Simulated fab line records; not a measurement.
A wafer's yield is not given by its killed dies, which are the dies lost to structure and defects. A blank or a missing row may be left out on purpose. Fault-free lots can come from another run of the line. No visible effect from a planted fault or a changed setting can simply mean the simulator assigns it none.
Comparing a struck lot with a sound one    flow sky130    44 out of 708 route steps
Sound: the wafers L850.1, L850.2, L850.5. The struck wafers were L845.2, L845.3, L845.6. The cause comes at the end.
At each step with rows: each side's tool, then ch and its chambers, then its first start. Under that, the readings that differ: sound wafers    struck wafers    difference of the means    sigmas: that difference in standard deviations of wafers without a fault.
alike: readings with means less than 2 such deviations apart, plus words and numbers identical on both sides. not compared: withheld readings, readings lacking a value on some wafer, bounds such as >300 that could conceal the same value, and numbers that have no deviation in the record and whose values overlap.
Wherever a step has rows on one side only, a row that says differs or no value, or a row with sigmas, the two part there. Non-overlapping numbers with no deviation appear without sigmas and do not part them. A reading that every wafer of one side lacks parts them only if that side has two wafers or more.

first, 2 steps without rows for these wafers: SKY_VIA2_CLEAN_18 (cleans in IPA, time 180 s); SKY_VIA2_CLEAN_19 (cleans in O3/DIW).
SKY_VIA2_SPUTTER_20: material TiN, target thk 20 nm, time 80 s.
  struck on pvd-sputter-03, day 38 15:28; sound on pvd-sputter-04, day 40 10:29
  alike: throttle-valve-pct
then, 1 step without rows for these wafers: SKY_VIA2_CVD_21 (deposits W, target thk 420 nm, time 126.4 s).
SKY_VIA2_RS_MEAS_22: measurement is done with a four-point probe.
  struck on film-metro-02, day 38 15:40; sound on film-metro-04, day 40 10:41
  alike: VIA2_W_RS
SKY_VIA2_THK_MEAS_23: measures by xrf.
  struck on film-metro-02, day 38 15:47; sound on film-metro-04, day 40 10:48
  alike: VIA2_W_THK
then, 2 steps without rows for these wafers: SKY_VIA2_CMP_24 (polishes, stops on SiO2, t overpolish 20 s, target thk 0 nm); SKY_METAL3_SPUTTER_00 (material Ti, target thk 15 nm, time 10 s).
SKY_METAL3_SPUTTER_01: material TiN, target thk 20 nm, time 16.7 s.
  struck on pvd-sputter-01, day 38 16:10; sound on pvd-sputter-03, day 40 11:11
  alike: throttle-valve-pct
then, 2 steps without rows for these wafers: SKY_METAL3_SPUTTER_02 (material AlCu, target thk 735 nm, time 39.1 s); SKY_METAL3_SPUTTER_03 (material Ti, target thk 5 nm, time 3.3 s).
SKY_METAL3_SPUTTER_04: material TiN, target thk 70 nm, time 58.3 s.
  struck on pvd-sputter-01, day 38 16:14; sound on pvd-sputter-03, day 40 11:16
  alike: throttle-valve-pct
SKY_CAPM_CVD_00: deposits SiO2, target thk 15.5 nm.
  sound on pecvd-04 ch 0,2, day 40 11:19; struck on pecvd-01 ch 0,1, day 38 16:17
reading                                sound             struck             difference  sigmas
model.SiO2_of_CAPM_CVD_00.thk-nm (nm)  15.44 15.2 15.43  21.16 20.98 21.28  +5.78       
  alike: heater-power-w
SKY_CAPM_THK_MEAS_01:
  struck on film-metro-04, day 38 16:19; sound on film-metro-04, day 40 11:20
reading               sound              struck             difference  sigmas
CAPM_CVD_00_THK (nm)  15.43 15.19 15.42  21.20 21.03 21.26  +5.82       +25
then, 1 step without rows for these wafers: SKY_CAPM_SPUTTER_02 (material TiN, target thk 200 nm, time 166.7 s).
SKY_CAPM_RS_MEAS_03: measurement is done with a four-point probe.
  struck on film-metro-03, day 38 16:30; sound on film-metro-04, day 40 11:31
  alike: CAPM_TIN_RS
SKY_CAPM_THK_MEAS_04: measures by xrf.
  struck on film-metro-03, day 38 16:37; sound on film-metro-04, day 40 11:38
  alike: CAPM_TIN_THK
then, 7 steps without rows for these wafers: SKY_CAPM_DEHYDRATE_05 (time 60 s); SKY_CAPM_HMDS_06 (prime time 60 s); SKY_CAPM_COAT_07 (resist thk 1140 nm); SKY_CAPM_SOFTBAKE_08 (time 60 s); SKY_CAPM_EXPOSE_09 (exposes mask CAPM, target cd 1000 nm); SKY_CAPM_PEB_10; SKY_CAPM_DEVELOP_11 (develop time 60 s).
SKY_CAPM_OVL_MEAS_12:
  struck on overlay-02, day 39 17:20; sound on overlay-01, day 41 11:08
  alike: CAPM_OVL
then, 1 step without rows for these wafers: SKY_CAPM_METAL_ETCH_13 (etches TiN in Cl2/BCl3, stops on SiO2, target depth 220 nm, time 62.9 s).
SKY_CAPM_STRIP_14: strips in O2/N2.
  sound on plasma-asher-02 ch 0,1, day 41 11:14; struck on plasma-asher-01 ch 0,1, day 39 17:26
reading              sound              struck             difference  sigmas
n2-flow-sccm (sccm)  299.6 300.3 301.5  298.8 298.9 297.6  -2.0        -2
  alike: drypump-motor-current-A, oes-product-au, strip-time-to-endpoint-s
  not compared: rf-hours-counter-h
then, 11 steps without rows for these wafers: SKY_CAPM_STRIP_15 (strips in post etch residue remover, time 1200 s); SKY_CAPM_CLEAN_16 (cleans in IPA, time 180 s); SKY_CAPM_CLEAN_17 (cleans in O3/DIW); SKY_METAL3_DEHYDRATE_05 (time 60 s); SKY_METAL3_HMDS_06 (prime time 60 s); SKY_METAL3_COAT_07 (resist thk 60 nm); SKY_METAL3_COAT_08 (resist thk 1140 nm); SKY_METAL3_SOFTBAKE_09 (time 90 s); SKY_METAL3_EXPOSE_10 (exposes mask MM3, target cd 300 nm); SKY_METAL3_PEB_11; SKY_METAL3_DEVELOP_12 (develop time 60 s).
SKY_METAL3_CD_MEAS_13: the cd target is 300 nm.
  struck on cd-sem-01, day 40 18:50; sound on cd-sem-02, day 42 11:17
  alike: cd-nm
SKY_METAL3_OVL_MEAS_14:
  struck on overlay-01, day 40 18:57; sound on overlay-02, day 42 11:24
  alike: METAL3_OVL
SKY_METAL3_DESCUM_15: chemistry O2, time 8 s.
  sound on rie-metal-01 ch 0,1, day 42 11:26; struck on rie-metal-02 ch 0,1, day 40 18:59
  alike: drypump-motor-current-A, oes-product-au, temp-c
  not compared: rf-hours-counter-h
then, 1 step without rows for these wafers: SKY_METAL3_ETCH_16 (etches BARC in N2/H2, stops on SiO2, time 88.2 s, target depth 60 nm).
SKY_METAL3_ETCH_17: etches SiO2 in C4F8/O2/Ar, stops on TiN, time 3.9 s, target depth 15 nm.
  sound on rie-diel-04 ch 0,3, day 42 11:34; struck on rie-diel-02 ch 0,1,3, day 40 19:07
reading                   sound              struck             difference  sigmas
oes-product-au (a.u.)     0.749 0.748 0.755  0.888 0.890 0.899  +0.142      +21
model.etch.depth-nm (nm)  15.44 15.2 15.43   21.16 20.98 21.28  +5.78       
  not compared: rf-hours-counter-h
-- the record jumps here: 7 days lie between the struck wafers' starts before and after (it left off in module METAL3 and takes up again in module PAD_OPEN, whose first step shown is number 708 of the route) --
SKY_PAD_OPEN_PROBE_99:
  struck on prober-02, day 47 16:23; sound on prober-01, day 49 01:13
reading                                sound                 struck                         difference  sigmas
model.etest.tester.sort-n-pass         416 408 419           66 122 79                      -325        
model.etest.tester.sort-yield-pct (%)  84.55 82.93 85.16     13.41 24.8 16.06               -66.12      
model.etest.tester.sort_bin_5_pct (%)  8.74 8.333 9.959      80.49 69.11 79.47              +67.35      
model.etest.cap-mim.bv-v (V)           13.58 13.21 14.16     18.8 18.95 19.08               +5.3        
model.etest.cap-mim.leak-log10-a-cm2   -8.955 -8.805 -9.028  -10.21 -10.14 -10.14           -1.23       
model.etest.cap-mim.c-ff-um2           2.352 2.395 2.355     1.71 1.731 1.706               -0.65       
model.etest.tester.sort_bin_8_pct (%)  0 0 0                 5.076e-05 0.0001561 0.001295   +5.006e-04  
model.etest.tester.sort_bin_4_pct (%)  0 0 0                 5.779e-10 1.406e-11 3.575e-14  +1.973e-10  
  alike: defect-limited-yield, killed_at_M0_to_M3, killed_at_M4_up, killed-at-contacts, killed-at-front-end, killed-at-other, killed-dies, killed-open, killed-short

WHERE THEY PART
At SKY_CAPM_THK_MEAS_01 first; at SKY_METAL3_ETCH_17 last (within this record only). Later steps at which nothing parts them and some readings are alike: SKY_PAD_OPEN_PROBE_99.

WHY: what the simulator had put in
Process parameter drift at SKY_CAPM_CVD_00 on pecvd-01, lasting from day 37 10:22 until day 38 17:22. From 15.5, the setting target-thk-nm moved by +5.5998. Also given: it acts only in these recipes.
